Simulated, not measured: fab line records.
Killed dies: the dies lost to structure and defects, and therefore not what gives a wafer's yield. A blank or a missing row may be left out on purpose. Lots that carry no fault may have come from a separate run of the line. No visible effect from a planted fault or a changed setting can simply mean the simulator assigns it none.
fab line records    flow sky130
record lots=12  wafers=36  lastDay=50
route steps=708 shown NWELL@66 VT_ADJUST_PCH@152 SONOS_TUNNEL@162 POLY_GATE@230
lots with no fault: from the same line, run without faults
startH: hours from the record's opening day to when the first of the lot's shown wafers began    waitH: hours elapsed since this lot's preceding step    " the same as in the row above    L1.1+2: one row covering several wafers at once    - value missing, or start not given    * or withheld: withheld    < > ~ a bound
route shown NAME@n: NAME is a module with steps in the file, n the number in the route of the first one    usual: mean/standard deviation of fault-free wafers    same: alike in all rows    chamber/n: place in a boat    sites: each site's reading    _std_site: the standard deviation of these    _edge_site: inner sites' mean taken away from outer sites' mean    radiusMm: for every site, how far away it sits from the centre of the wafer    mask NAME#n: copy n    behind: the most recent tool/chamber to have shaped the wafer    hold: why the lot went on hold/how many hours it stayed there/how the hold came to an end    device: transistor that didn't switch, given as n, p or np    end of line: the route-end tests of the same wafers    where a step has no rows: the recipe by itself    killed: not the wafer's yield, but the dies lost to structure and defects at the first sort    map: the dies of a wafer, with x for killed, . for not killed, _ for no die there
set.NAME: setting as actually run; set.NAME@STEP: the setting as run at that earlier step    model.NAME: the simulator's own value behind a step, which no gauge read
the route's steps for a sample of lots (tables are steps, rows are wafers)
services: from which hour (startH, from the record's first day; less than 0 if before it) a tool's chamber was out of use, for how many hours, and why
## steps
# step SKY_NWELL_IMPLANT_13
# recipe species=P  energyKev=50  doseCm2=7e+11  tiltDeg=withheld
# usual doseIonsCm2=7.001e+11/8.3e+08  faradayCurrentUA=3.97/0.078
lot.wafer  tool          chamber  startH  waitH  doseIonsCm2  faradayCurrentUA
L874.1     implanter-03  0        101.74  0.1    6.999e+11    4.03
L874.2     "             0        "       "      7.008e+11    3.92
L874.4     "             0        "       "      7.01e+11     3.99
L875.2     implanter-02  0        108.86  0.1    6.997e+11    3.98
L875.3     "             0        "       "      6.996e+11    4.01
L875.6     "             0        "       "      6.998e+11    3.98
L876.2     implanter-02  0        112.05  0.1    6.994e+11    3.92
L876.3     "             0        "       "      6.998e+11    3.98
L876.6     "             0        "       "      7.002e+11    3.96
L877.1     implanter-03  0        116.13  0.1    6.994e+11    3.93
L877.3     "             0        "       "      6.998e+11    3.98
L877.4     "             0        "       "      6.993e+11    3.95
L878.1     implanter-03  0        122.01  0.1    7.014e+11    3.97
L878.4     "             0        "       "      7.007e+11    3.96
L878.5     "             0        "       "      7.004e+11    4.02
L881.1     implanter-03  0        153.73  0.1    7.006e+11    4.05
L881.3     "             0        "       "      6.999e+11    4.06
L881.6     "             0        "       "      7.001e+11    4.17
L884.1     implanter-01  0        161.39  0.1    7.015e+11    3.89
L884.3     "             0        "       "      6.997e+11    4.04
L884.6     "             0        "       "      7.011e+11    4.11
L885.2     implanter-02  0        166.25  0.1    6.987e+11    4.02
L885.4     "             0        "       "      6.985e+11    3.88
L885.5     "             0        "       "      6.989e+11    3.92
L886.1     implanter-02  0        173.04  0.1    7.27e+10     0.40
L886.3     "             0        "       "      7.15e+10     0.41
L886.6     "             0        "       "      7.19e+10     0.39
L889.1     implanter-02  0        189.21  0.1    7.07e+10     0.40
L889.3     "             0        "       "      6.93e+10     0.39
L889.5     "             0        "       "      6.96e+10     0.42
L894.4     implanter-03  0        218.25  0.1    7.012e+11    3.92
L894.5     "             0        "       "      7.014e+11    3.94
L894.6     "             0        "       "      7.011e+11    3.91
L895.1     implanter-03  0        228.08  0.1    7.01e+11     3.92
L895.4     "             0        "       "      7.012e+11    3.88
L895.5     "             0        "       "      7e+11        4.06
# step SKY_NWELL_RS_MEAS_29
# recipe thkMeasGauge=four-point-probe
# usual NWELL_RS=624.4/1.5
lot.wafer  tool          chamber  startH  waitH  NWELL_RS[ohm/sq]
L874.1     filmMetro-01  -        120.34  0.1    626.3
L874.2     "             -        "       "      624.8
L874.4     "             -        "       "      624.4
L875.2     filmMetro-02  -        127.37  0.1    622.7
L875.3     "             -        "       "      623.2
L875.6     "             -        "       "      622.6
L876.2     filmMetro-01  -        131.66  0.1    623.9
L876.3     "             -        "       "      622.3
L876.6     "             -        "       "      624.6
L877.1     filmMetro-02  -        135.54  0.1    626.6
L877.3     "             -        "       "      625.1
L877.4     "             -        "       "      623.6
L878.1     filmMetro-03  -        141.51  0.1    622.4
L878.4     "             -        "       "      623.0
L878.5     "             -        "       "      622.0
L881.1     filmMetro-01  -        175.12  0.2    625.1
L881.3     "             -        "       "      626.0
L881.6     "             -        "       "      627.9
L884.1     filmMetro-03  -        181.60  0.1    622.9
L884.3     "             -        "       "      623.2
L884.6     "             -        "       "      622.7
L885.2     filmMetro-03  -        187.41  0.1    625.5
L885.4     "             -        "       "      626.0
L885.5     "             -        "       "      624.3
L886.1     filmMetro-03  -        194.77  0.1    651.1
L886.3     "             -        "       "      650.0
L886.6     "             -        "       "      650.1
L889.1     filmMetro-02  -        212.12  0.1    644.8
L889.3     "             -        "       "      644.4
L889.5     "             -        "       "      644.0
L894.4     filmMetro-03  -        241.75  0.1    624.3
L894.5     "             -        "       "      624.2
L894.6     "             -        "       "      622.8
L895.1     filmMetro-02  -        252.10  0.1    624.2
L895.4     "             -        "       "      624.8
L895.5     "             -        "       "      623.7
# step SKY_VT_ADJUST_PCH_STRIP_09
# recipe chemistry=O2/N2  powerW=1400  pressureMtorr=1500  platenTempC=withheld  o2FlowSccm=3000  n2FlowSccm=300  overashFraction=0.5
# usual drypumpMotorCurrentA=5.6/0.49  oesProductAu=0.722/0.0045  stripTimeToEndpointS=36.93/0.096
lot.wafer  tool            chamber  startH  waitH  drypumpMotorCurrentA  oesProductAu  rfHoursCounterH  stripTimeToEndpointS
L874.1     plasmaAsher-01  0        247.29  0.1    6.0                   0.725         13               36.74
L874.2     "               1        "       "      5.5                   0.722         13               36.89
L874.4     "               1        "       "      5.5                   0.725         -                36.77
L875.2     plasmaAsher-01  0        256.29  0.1    6.0                   0.725         14               37.09
L875.3     "               0        "       "      6.0                   0.723         -                37.10
L875.6     "               1        "       "      5.4                   0.720         -                37.02
L876.2     plasmaAsher-04  0        259.86  0.1    6.1                   0.727         45               36.92
L876.3     "               1        "       "      4.9                   0.719         -                36.90
L876.6     "               0        "       "      6.1                   0.726         -                36.86
L877.1     plasmaAsher-04  1        266.11  0.1    4.9                   0.730         46               36.75
L877.3     "               1        "       "      4.9                   0.723         -                36.88
L877.4     "               0        "       "      6.1                   0.723         -                36.92
L878.1     plasmaAsher-01  1        272.91  0.1    5.5                   0.728         16               37.00
L878.4     "               1        "       "      5.5                   0.722         -                37.00
L878.5     "               1        "       "      5.5                   0.716         -                36.94
L881.1     plasmaAsher-01  0        317.64  0.1    6.0                   0.712         20               37.08
L881.3     "               1        "       "      5.5                   0.722         -                37.06
L881.6     "               1        "       "      5.5                   0.725         -                37.02
L884.1     plasmaAsher-02  0        324.39  0.1    5.1                   0.713         64               36.79
L884.3     "               1        "       "      6.2                   0.721         -                36.81
L884.6     "               1        "       "      6.2                   0.731         -                36.75
L885.2     plasmaAsher-04  1        334.34  0.2    4.9                   0.714         52               36.84
L885.4     "               1        "       "      4.9                   0.721         -                36.89
L885.5     "               1        "       "      4.9                   0.717         -                36.84
L886.1     plasmaAsher-01  1        341.31  0.1    5.5                   0.717         22               36.75
L886.3     "               1        "       "      5.5                   0.720         -                36.84
L886.6     "               1        "       "      5.5                   0.721         -                36.88
L889.1     plasmaAsher-01  0        363.96  0.1    6.0                   0.728         24               36.93
L889.3     "               0        "       "      6.0                   0.726         -                37.05
L889.5     "               1        "       "      5.5                   0.715         -                37.11
L894.4     plasmaAsher-04  0        399.49  0.1    6.1                   0.728         -                36.86
L894.5     "               0        "       "      6.1                   0.731         -                36.85
L894.6     "               1        "       "      4.9                   0.728         -                36.84
L895.1     plasmaAsher-02  0        412.39  0.1    5.1                   0.720         72               36.91
L895.4     "               0        "       "      5.1                   0.716         -                37.04
L895.5     "               1        "       "      6.1                   0.715         -                36.93
# step SKY_SONOS_TUNNEL_OVL_MEAS_08
# usual SONOS_TUNNEL_OVL=0.3/1.5
lot.wafer  tool        chamber  startH  waitH  SONOS_TUNNEL_OVL[nm]
L874.1     overlay-01  -        271.66  0.1    0.5
L874.2     "           -        "       "      -0.6
L874.4     "           -        "       "      -0.2
L875.2     overlay-01  -        281.45  0.1    -1.8
L875.3     "           -        "       "      -1.8
L875.6     "           -        "       "      -1.1
L876.2     overlay-01  -        284.83  0.1    2.2
L876.3     "           -        "       "      1.7
L876.6     "           -        "       "      1.5
L877.1     overlay-01  -        291.09  0.1    2.6
L877.3     "           -        "       "      1.7
L877.4     "           -        "       "      1.0
L878.1     overlay-02  -        298.12  0.1    -3.3
L878.4     "           -        "       "      -0.3
L878.5     "           -        "       "      -1.8
L881.1     overlay-01  -        344.19  0.1    1.8
L881.3     "           -        "       "      1.2
L881.6     "           -        "       "      3.4
L884.1     overlay-02  -        351.81  0.1    -0.1
L884.3     "           -        "       "      3.1
L884.6     "           -        "       "      4.1
L885.2     overlay-01  -        361.42  0.1    0.6
L885.4     "           -        "       "      -1.4
L885.5     "           -        "       "      -0.7
L886.1     overlay-01  -        368.94  0.1    1.0
L886.3     "           -        "       "      -0.8
L886.6     "           -        "       "      1.2
L889.1     overlay-02  -        392.26  0.1    0.9
L889.3     "           -        "       "      1.3
L889.5     "           -        "       "      0.9
L894.4     overlay-02  -        429.38  0.1    1.6
L894.5     "           -        "       "      1.6
L894.6     "           -        "       "      2.2
L895.1     overlay-02  -        441.61  0.1    0.4
L895.4     "           -        "       "      1.7
L895.5     "           -        "       "      0.9
# step SKY_POLY_GATE_ETCH_16
# recipe stopOn=poly-Si  chemistry=CH3F/O2  target=Si3N4  sourceW=400  biasW=80  pressureMtorr=25  ch3fFlowSccm=40  O2_flow_sccm=30  timeS=147.5  targetDepthA=750
# usual drypumpMotorCurrentA=5.8/0.45  oesProductAu=0.640/0.005  throttleValvePct=10.536/0.0084
# same timeS=147.5
lot.wafer  tool        chamber  startH  waitH  drypumpMotorCurrentA  oesProductAu  rfHoursCounterH  throttleValvePct
L874.1     rieDiel-03  3        392.61  0.0    5.2                   0.653         9                10.528
L874.2     "           1        "       "      6.6                   0.647         8                10.531
L874.4     "           0        "       "      5.7                   0.643         28               10.526
L875.2     rieDiel-04  3        405.59  0.0    5.6                   0.635         71               10.541
L875.3     "           0        "       "      5.3                   0.641         104              10.527
L875.6     "           2        "       "      5.6                   0.638         -                10.527
L876.2     rieDiel-04  1        411.29  0.0    6.1                   0.636         104              10.544
L876.3     "           0        "       "      5.3                   0.649         105              10.529
L876.6     "           3        "       "      5.5                   0.642         -                10.538
L877.1     rieDiel-04  2        423.51  0.0    5.6                   0.649         2                10.543
L877.3     "           3        "       "      5.6                   0.642         72               10.549
L877.4     "           1        "       "      6.1                   0.635         104              10.522
L878.1     rieDiel-01  2        437.88  0.0    5.8                   0.644         4                10.544
L878.4     "           2        "       "      5.8                   0.642         -                10.541
L878.5     "           0        "       "      6.1                   0.641         -                10.535
L881.1     rieDiel-03  3        477.44  0.0    5.2                   0.643         11               10.553
L881.3     "           0        "       "      5.7                   0.637         30               10.542
L881.6     "           1        "       "      6.6                   0.637         -                10.541
L884.1     rieDiel-03  3        486.23  0.0    5.3                   0.643         11               10.549
L884.3     "           2        "       "      6.1                   0.640         5                10.541
L884.6     "           1        "       "      6.6                   0.645         -                10.542
L885.2     rieDiel-01  0        501.06  0.0    6.1                   0.641         3                10.544
L885.4     "           1        "       "      6.2                   0.636         6                10.537
L885.5     "           2        "       "      5.8                   0.634         -                10.521
L886.1     rieDiel-03  3        507.24  0.0    5.3                   0.633         11               10.527
L886.3     "           2        "       "      6.1                   0.636         6                10.549
L886.6     "           0        "       "      5.7                   0.636         -                10.549
L889.1     rieDiel-04  0        529.58  0.0    5.3                   0.634         1                10.543
L889.3     "           1        "       "      6.1                   0.632         1                10.535
L889.5     "           3        "       "      5.5                   0.635         -                10.552
L894.4     rieDiel-01  1        570.18  0.0    6.2                   0.635         8                10.531
L894.5     "           0        "       "      6.1                   0.637         -                10.547
L894.6     "           1        "       "      6.2                   0.633         -                10.544
L895.1     rieDiel-03  1        575.69  0.0    6.6                   0.638         12               10.516
L895.4     "           3        "       "      5.3                   0.646         13               10.529
L895.5     "           0        "       "      5.7                   0.635         -                10.546
## services
tool            chamber  startH  hours  kind
plasmaAsher-01  -        108.75  9.0    pm
rieDiel-03      0        119.61  10.6   repair
rieDiel-04      2        167.99  24.6   repair
rieDiel-04      0        171.28  2.0    repair
plasmaAsher-04  -        177.59  1.6    repair
plasmaAsher-01  -        205.00  3.7    repair
rieDiel-03      -        207.85  2.8    pm
rieDiel-03      1        226.16  28.4   repair
implanter-02    -        228.05  3.4    repair
rieDiel-03      0        238.16  5.9    repair
implanter-03    -        335.85  5.8    pm
rieDiel-03      -        370.10  15.6   pm
implanter-03    -        389.00  14.9   repair
plasmaAsher-01  -        394.69  12.0   repair
implanter-02    -        430.90  4.9    repair
implanter-03    -        474.34  29.7   pm
implanter-02    -        530.94  3.8    pm
rieDiel-03      1        535.73  5.6    repair
plasmaAsher-01  -        536.01  1.9    repair
rieDiel-03      3        554.60  1.8    repair
rieDiel-03      1        558.07  2.2    repair
implanter-03    -        562.14  4.6    repair
rieDiel-03      2        562.84  9.5    repair
implanter-02    -        572.16  1.8    repair
## key
firstSign step=SKY_NWELL_IMPLANT_13  reading=doseIonsCm2  direction=down  sigmas=99+  usual=*  struck=*
effect step=SKY_NWELL_IMPLANT_13  reading=faradayCurrentUA  direction=down  sigmas=46  usual=3.97  struck=0.40
effect step=SKY_NWELL_RS_MEAS_29  reading=NWELL_RS  direction=up  sigmas=15  usual=624.4  struck=647.4
metAt SKY_NWELL_IMPLANT_13
struckLots L886,L889
testerLeftOut L886,L889
notActingAt SKY_VT_ADJUST_PCH_STRIP_09,SKY_SONOS_TUNNEL_OVL_MEAS_08,SKY_POLY_GATE_ETCH_16
onsetBetween 166.25 173.04
fault kind=processParameterDrift  tool=implanter-02  chamber=-  onsetH=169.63  steps=SKY_NWELL_IMPLANT_13  channel=doseCm2  offset=*  shape=step  endH=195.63  actsIn=*  stated=*
# testerLeftOut: of these lots the tester's yield and bins aren't shown, on N5 and GAA mostly nor the transistor test; their killed dies are dies lost to structure and defects alone, not to doping, threshold or leakage, so they don't give the yield
